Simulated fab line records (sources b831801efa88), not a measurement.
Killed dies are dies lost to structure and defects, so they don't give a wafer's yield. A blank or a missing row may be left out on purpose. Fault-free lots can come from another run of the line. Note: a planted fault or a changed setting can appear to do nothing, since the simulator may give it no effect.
fab line records | flow gf180mcu
record: lots: 11 wafers: 33 last_day: 34
route steps=602 shown POLY_GATE@171 NSD@243 SAB@275
lots that met no fault: taken from a fault-free run of the same line
start_h: start of the lot's first displayed wafer, in hours after the record's first day | wait_h: time in hours since the lot's previous step | " same as the row above | L1.1+2: a single row standing in for several wafers | - value missing, or start not given | * or withheld: withheld | < > ~ a bound
route shown NAME@n: NAME is a module with steps in the file, n the number in the route of the first one | usual: mean/standard deviation of fault-free wafers | same: alike in all rows | chamber/n: place in a boat | sites: readings site by site | _std_site: the values' standard deviation | _edge_site: the outer-site mean with the inner-site mean subtracted | radius_mm: how far each site lies from the wafer's centre | mask NAME#n: copy n | behind: the most recent tool/chamber to have shaped the wafer | hold: reason for holding the lot/hours on hold/outcome of the hold | device: the transistor (n, p or np) that didn't switch | end of line: the tests these same wafers got at the end of their route | where a step has no rows: the recipe by itself | killed: at the first sort, the dies lost to defects and structure; wafer yield is something else | map: the dies of a wafer, with x for killed, . for not killed, _ for no die there
set.NAME: setting as actually run; set.NAME@STEP: the setting as run at that earlier step | model.NAME: the simulator's own value behind a step, which no gauge read
the route's steps for a sample of lots (tables are steps, rows are wafers)
services: when a tool's chamber went out of use (start_h, in hours from the record's first day, below 0 if earlier), for how many hours, and the reason
== steps ==
step: GF_POLY_GATE_STRIP_14
recipe: chemistry: O2/N2 power_w: 1400 pressure_mtorr: 1500 platen_temp_c: 250 o2_flow_sccm: 3000 n2_flow_sccm: 300 overash_fraction: 0.5
usual: drypump_motor_current_A: 5.8/0.35 heater_power_w: 369/38 oes_product_au: 0.505/0.0048
columns lot.wafer tool chamber start_h wait_h drypump_motor_current_A heater_power_w oes_product_au rf_hours_counter_h
L800.1 plasma_asher-03 1 203.29 0.0 5.5 319 0.506 44
L800.3 " 1 " " 5.5 311 0.498 -
L800.5 " 1 " " 5.5 319 0.508 -
L802.1 plasma_asher-02 0 217.89 0.0 5.6 392 0.507 57
L802.3 " 0 " " 5.6 395 0.495 -
L802.4 " 1 " " 5.8 422 0.507 -
L803.3 plasma_asher-03 1 224.32 0.1 5.5 329 0.500 -
L803.4 " 0 " " 5.5 321 0.512 -
L803.5 " 0 " " 5.5 316 0.509 -
L805.3 plasma_asher-02 0 241.42 0.1 5.6 389 0.510 -
L805.5 " 1 " " 5.8 416 0.501 -
L805.6 " 0 " " 5.6 391 0.511 -
L806.1 plasma_asher-03 0 246.15 0.0 5.5 308 0.508 49
L806.3 " 1 " " 5.5 318 0.505 -
L806.6 " 0 " " 5.5 310 0.513 -
L809.1 plasma_asher-02 1 269.39 0.0 5.8 401 0.509 63
L809.2 " 0 " " 5.6 390 0.508 63
L809.6 " 1 " " 5.8 403 0.500 -
L811.1 plasma_asher-04 1 281.59 0.0 6.5 350 0.513 57
L811.4 " 0 " " 6.3 342 0.513 -
L811.6 " 1 " " 6.6 347 0.506 -
L812.1 plasma_asher-02 0 289.76 0.0 5.6 392 0.505 65
L812.5 " 1 " " 5.8 414 0.502 -
L812.6 " 0 " " 5.6 392 0.505 -
L813.2 plasma_asher-02 0 292.95 0.0 5.6 391 0.507 65
L813.4 " 1 " " 5.8 416 0.498 -
L813.5 " 1 " " 5.8 407 0.505 -
L821.1 plasma_asher-02 1 357.05 0.0 5.8 412 0.505 71
L821.2 " 0 " " 5.6 387 0.504 71
L821.3 " 0 " " 5.6 387 0.493 -
L822.1 plasma_asher-04 1 361.90 0.0 6.6 351 0.502 66
L822.3 " 1 " " 6.6 351 0.502 -
L822.4 " 0 " " 6.3 346 0.500 -
step: GF_NSD_OVL_MEAS_08
usual: NSD_OVL: 0.2/1.1
columns lot.wafer tool chamber start_h wait_h NSD_OVL[nm]
L800.1 overlay-01 - 309.99 0.1 1.0
L800.3 " - " " 1.2
L800.5 " - " " 0.1
L802.1 overlay-02 - 317.29 0.1 0.5
L802.3 " - " " 0.6
L802.4 " - " " 0.9
L803.3 overlay-01 - 332.36 0.1 0.1
L803.4 " - " " 0.3
L803.5 " - " " 0.2
L805.3 overlay-01 - 352.81 0.1 -0.5
L805.5 " - " " -1.9
L805.6 " - " " -1.2
L806.1 overlay-01 - 356.59 0.1 1.4
L806.3 " - " " 3.1
L806.6 " - " " 0.7
L809.1 overlay-02 - 378.84 0.1 1.7
L809.2 " - " " 1.1
L809.6 " - " " -0.4
L811.1 overlay-02 - 391.59 0.1 -0.8
L811.4 " - " " 0.3
L811.6 " - " " -1.1
L812.1 overlay-01 - 404.84 0.1 -0.7
L812.5 " - " " -0.2
L812.6 " - " " 0.5
L813.2 overlay-02 - 413.45 0.1 -0.9
L813.4 " - " " 2.1
L813.5 " - " " 0.2
L821.1 overlay-01 - 483.94 0.1 0.9
L821.2 " - " " 0.2
L821.3 " - " " 0.3
L822.1 overlay-02 - 487.64 0.1 1.3
L822.3 " - " " -0.4
L822.4 " - " " 0.9
step: GF_NSD_IMPLANT_09
recipe: species: As energy_kev: 60 dose_cm2: 4e+15 tilt_deg: 7
usual: beam_energy_keV: 60.002/0.018
columns lot.wafer tool chamber start_h wait_h beam_energy_keV
L800.1 implanter-04 0 310.03 0.0 60.006
L800.3 " 0 " " 60.004
L800.5 " 0 " " 60.011
L802.1 implanter-02 0 317.33 0.0 60.037
L802.3 " 0 " " 60.014
L802.4 " 0 " " 60.006
L803.3 implanter-04 0 332.43 0.1 60.016
L803.4 " 0 " " 60.020
L803.5 " 0 " " 60.011
L805.3 implanter-02 0 352.88 0.1 59.984
L805.5 " 0 " " 59.971
L805.6 " 0 " " 60.019
L806.1 implanter-02 0 356.63 0.0 60.016
L806.3 " 0 " " 59.997
L806.6 " 0 " " 60.012
L809.1 implanter-03 0 378.88 0.0 59.998
L809.2 " 0 " " 59.999
L809.6 " 0 " " 60.024
L811.1 implanter-02 0 391.63 0.0 60.011
L811.4 " 0 " " 59.996
L811.6 " 0 " " 59.999
L812.1 implanter-02 0 404.88 0.0 76.363
L812.5 " 0 " " 76.343
L812.6 " 0 " " 76.351
L813.2 implanter-02 0 413.50 0.0 76.341
L813.4 " 0 " " 76.340
L813.5 " 0 " " 76.359
L821.1 implanter-04 0 483.98 0.0 59.970
L821.2 " 0 " " 59.967
L821.3 " 0 " " 59.990
L822.1 implanter-04 0 487.68 0.0 59.984
L822.3 " 0 " " 60.007
L822.4 " 0 " " 59.962
step: GF_NSD_STRIP_11
recipe: chemistry: O2/N2 power_w: 1400 pressure_mtorr: 1500 platen_temp_c: 250 o2_flow_sccm: 3000 n2_flow_sccm: 300 overash_fraction: 0.5
usual: drypump_motor_current_A: 6.1/0.46 heater_power_w: 333/15 oes_product_au: 0.487/0.0049 strip_time_to_endpoint_s: 22.948/0.028
columns lot.wafer tool chamber start_h wait_h drypump_motor_current_A heater_power_w oes_product_au rf_hours_counter_h strip_time_to_endpoint_s
L800.1 plasma_asher-03 0 310.33 0.1 5.5 312 0.483 56 22.919
L800.3 " 0 " " 5.5 314 0.492 - 22.978
L800.5 " 1 " " 5.5 321 0.489 - 22.882
L802.1 plasma_asher-01 0 317.63 0.1 6.6 330 0.481 23 22.915
L802.3 " 0 " " 6.6 339 0.480 - 22.954
L802.4 " 1 " " 6.2 329 0.483 - 22.918
L803.3 plasma_asher-03 1 332.71 0.1 5.5 309 0.481 - 22.964
L803.4 " 0 " " 5.5 316 0.489 - 22.931
L803.5 " 1 " " 5.5 324 0.487 - 22.966
L805.3 plasma_asher-01 0 353.16 0.1 6.6 325 0.483 - 22.930
L805.5 " 0 " " 6.6 337 0.485 - 22.917
L805.6 " 1 " " 6.2 336 0.493 - 22.955
L806.1 plasma_asher-03 1 356.93 0.1 5.5 322 0.495 61 22.912
L806.3 " 1 " " 5.5 321 0.484 - 22.935
L806.6 " 0 " " 5.5 319 0.481 - 22.922
L809.1 plasma_asher-04 1 379.18 0.1 6.5 346 0.486 67 22.907
L809.2 " 0 " " 6.3 343 0.495 67 22.955
L809.6 " 1 " " 6.6 347 0.491 - 22.930
L811.1 plasma_asher-03 1 391.93 0.1 5.5 318 0.486 64 22.929
L811.4 " 1 " " 5.5 325 0.486 - 22.928
L811.6 " 0 " " 5.5 316 0.487 - 22.921
L812.1 plasma_asher-03 0 405.18 0.1 5.5 313 0.464 66 25.182
L812.5 " 1 " " 5.5 319 0.461 - 25.252
L812.6 " 0 " " 5.5 310 0.467 - 25.214
L813.2 plasma_asher-04 1 413.78 0.1 6.6 341 0.464 71 25.211
L813.4 " 0 " " 6.3 349 0.470 - 25.215
L813.5 " 0 " " 6.3 342 0.465 - 25.195
L821.1 plasma_asher-01 1 484.28 0.1 6.2 344 0.484 40 22.914
L821.2 " 0 " " 6.6 341 0.487 40 22.960
L821.3 " 0 " " 6.6 330 0.494 - 22.961
L822.1 plasma_asher-03 1 487.98 0.1 5.5 318 0.480 75 22.945
L822.3 " 0 " " 5.5 309 0.480 - 22.951
L822.4 " 1 " " 5.5 319 0.489 - 22.966
step: GF_NSD_TW_MEAS_12
usual: NSD_TW: 4229/48
columns lot.wafer tool chamber start_h wait_h hold NSD_TW
L800.1 film_metro-02 - 310.43 0.1 - 4224
L800.3 " - " " - 4250
L800.5 " - " " - 4256
L802.1 film_metro-03 - 317.73 0.1 - 4270
L802.3 " - " " - 4256
L802.4 " - " " - 4253
L803.3 film_metro-02 - 332.80 0.1 - 4239
L803.4 " - " " - 4268
L803.5 " - " " - 4234
L805.3 film_metro-03 - 353.25 0.1 - 4233
L805.5 " - " " - 4241
L805.6 " - " " - 4255
L806.1 film_metro-04 - 357.03 0.1 - 4180
L806.3 " - " " - 4185
L806.6 " - " " - 4156
L809.1 film_metro-04 - 379.28 0.1 - 4150
L809.2 " - " " - 4171
L809.6 " - " " - 4206
L811.1 film_metro-03 - 392.03 0.1 - 4254
L811.4 " - " " - 4266
L811.6 " - " " - 4262
L812.1 film_metro-02 - 405.28 0.1 await_dispo/0.2h/release 4532
L812.5 " - " " await_dispo/0.2h/release 4522
L812.6 " - " " await_dispo/0.2h/release 4530
L812.1 film_metro-02 - 405.54 0.2 - 4506
L812.5 " - " " - 4532
L812.6 " - " " - 4533
L813.2 film_metro-02 - 413.89 0.1 await_dispo/0.2h/release 4495
L813.4 " - " " await_dispo/0.2h/release 4455
L813.5 " - " " await_dispo/0.2h/release 4484
L813.2 film_metro-02 - 414.12 0.2 - 4462
L813.4 " - " " - 4485
L813.5 " - " " - 4460
L821.1 film_metro-04 - 484.38 0.1 - 4194
L821.2 " - " " - 4169
L821.3 " - " " - 4220
L822.1 film_metro-04 - 488.08 0.1 - 4192
L822.3 " - " " - 4179
L822.4 " - " " - 4163
step: GF_PSD_RS_MEAS_14
recipe: thk_meas_gauge: four-point-probe
usual: NSD_RS: 46.14/0.098
columns lot.wafer tool chamber start_h wait_h hold NSD_RS[ohm/sq]
L800.1 film_metro-03 - 331.70 0.1 - 46.13
L800.3 " - " " - 46.13
L800.5 " - " " - 46.17
L802.1 film_metro-03 - 339.88 0.1 - 45.98
L802.3 " - " " - 46.03
L802.4 " - " " - 46.00
L803.3 film_metro-04 - 354.53 0.1 - 46.10
L803.4 " - " " - 46.06
L803.5 " - " " - 46.11
L805.3 film_metro-04 - 375.28 0.1 - 46.23
L805.5 " - " " - 46.25
L805.6 " - " " - 46.27
L806.1 film_metro-04 - 379.59 0.1 - 46.17
L806.3 " - " " - 46.19
L806.6 " - " " - 46.17
L809.1 film_metro-03 - 402.39 0.1 - 46.18
L809.2 " - " " - 46.19
L809.6 " - " " - 46.20
L811.1 film_metro-03 - 414.92 0.1 - 46.11
L811.4 " - " " - 46.01
L811.6 " - " " - 46.08
L812.1 film_metro-03 - 430.18 0.1 await_dispo/0.2h/release 41.94
L812.5 " - " " await_dispo/0.2h/release 41.74
L812.6 " - " " await_dispo/0.2h/release 41.92
L812.1 film_metro-03 - 430.59 0.4 - 41.87
L812.5 " - " " - 41.79
L812.6 " - " " - 41.92
L813.2 film_metro-02 - 438.50 0.1 await_dispo/0.2h/release 42.06
L813.4 " - " " await_dispo/0.2h/release 42.06
L813.5 " - " " await_dispo/0.2h/release 42.03
L813.2 film_metro-02 - 438.79 0.3 - 42.05
L813.4 " - " " - 42.01
L813.5 " - " " - 42.13
L821.1 film_metro-04 - 508.28 0.1 - 46.22
L821.2 " - " " - 46.18
L821.3 " - " " - 46.24
L822.1 film_metro-02 - 511.72 0.1 - 46.03
L822.3 " - " " - 46.07
L822.4 " - " " - 46.13
step: GF_SAB_ETCH_11
recipe: chemistry: C4F8/O2/Ar mask_material: NOVOLAK target: SiO2 target_depth_nm: 55 source_w: 1500 bias_w: 1200 pressure_mtorr: 40 c4f8_flow_sccm: withheld O2_flow_sccm: 6 Ar_flow_sccm: 300 time_s: 8.5
usual: oes_product_au: 1.001/0.008
columns lot.wafer tool chamber start_h wait_h oes_product_au rf_hours_counter_h
L800.1 rie_diel-02 1 353.33 0.0 1.009 5
L800.3 " 2 " " 1.001 76
L800.5 " 2 " " 1.002 -
L802.1 rie_diel-02 3 362.43 0.0 0.986 33
L802.3 " 1 " " 1.007 5
L802.4 " 1 " " 1.008 -
L803.3 rie_diel-03 1 377.49 0.0 1.002 17
L803.4 " 3 " " 0.989 72
L803.5 " 3 " " 1.002 -
L805.3 rie_diel-04 3 398.38 0.0 0.994 100
L805.5 " 0 " " 0.996 -
L805.6 " 1 " " 0.992 -
L806.1 rie_diel-03 3 402.83 0.0 0.991 73
L806.3 " 2 " " 1.004 20
L806.6 " 2 " " 0.992 -
L809.1 rie_diel-04 1 426.19 0.0 0.997 103
L809.2 " 3 " " 1.002 101
L809.6 " 2 " " 0.999 -
L811.1 rie_diel-02 1 438.93 0.0 0.998 8
L811.4 " 3 " " 0.989 35
L811.6 " 1 " " 0.999 -
L812.1 rie_diel-04 0 454.38 0.0 1.005 13
L812.5 " 0 " " 1.012 -
L812.6 " 2 " " 1.007 -
L813.2 rie_diel-02 1 462.69 0.0 1.015 8
L813.4 " 2 " " 1.006 79
L813.5 " 0 " " 1.014 -
L821.1 rie_diel-03 0 531.19 0.0 1.003 5
L821.2 " 3 " " 0.996 76
L821.3 " 2 " " 1.003 23
L822.1 rie_diel-02 1 535.08 0.0 0.997 10
L822.3 " 0 " " 1.011 79
L822.4 " 3 " " 0.987 37
== services ==
columns tool chamber start_h hours kind
implanter-04 - 187.55 3.7 pm
plasma_asher-03 - 189.92 0.3 repair
plasma_asher-02 - 206.03 1.3 repair
plasma_asher-04 - 216.09 2.0 repair
rie_diel-04 - 240.00 14.6 pm
rie_diel-02 0 244.61 19.0 repair
implanter-02 - 246.04 3.7 pm
rie_diel-03 3 247.67 16.7 repair
plasma_asher-03 - 257.08 0.8 repair
rie_diel-03 2 264.40 16.2 repair
rie_diel-04 - 265.08 0.1 repair
implanter-02 - 265.67 2.0 repair
rie_diel-04 1 269.55 11.4 repair
rie_diel-04 - 278.85 0.7 repair
rie_diel-03 0 281.19 5.9 repair
implanter-02 - 282.11 26.1 repair
implanter-04 - 283.33 0.9 repair
rie_diel-02 - 286.85 2.8 pm
plasma_asher-02 - 293.05 14.6 pm
rie_diel-02 - 332.02 14.6 pm
rie_diel-02 0 359.20 5.9 repair
plasma_asher-04 - 421.25 9.0 pm
rie_diel-02 - 480.29 0.1 repair
implanter-04 - 510.96 2.7 repair
== key ==
first_sign: step: GF_NSD_IMPLANT_09 reading: beam_energy_keV direction: up sigmas: 99+ usual: 60.002 struck: 76.349
effect: step: GF_NSD_STRIP_11 reading: strip_time_to_endpoint_s direction: up sigmas: 81 usual: * struck: *
effect: step: GF_NSD_TW_MEAS_12 reading: visit direction: added
effect: step: GF_NSD_TW_MEAS_12 reading: NSD_TW direction: up sigmas: 5.7 usual: 4229 struck: 4503
effect: step: GF_PSD_RS_MEAS_14 reading: visit direction: added
effect: step: GF_PSD_RS_MEAS_14 reading: NSD_RS direction: down sigmas: 42 usual: 46.14 struck: 41.96
met_at GF_NSD_IMPLANT_09
struck_lots L812,L813
tester_left_out L812,L813
not_acting_at GF_POLY_GATE_STRIP_14,GF_NSD_OVL_MEAS_08,GF_SAB_ETCH_11
onset_between 391.63 404.88
fault: kind: process_parameter_drift tool: implanter-02 chamber: - onset_h: 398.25 steps: GF_NSD_IMPLANT_09 channel: energy_kev offset: 16.339 shape: step end_h: 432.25 acts_in: these_recipes_only stated: 60
tester_left_out: of these lots the tester's yield and bins aren't shown, on N5 and GAA mostly nor the transistor test; their killed dies are dies lost to structure and defects alone, not to doping, threshold or leakage, so they don't give the yield
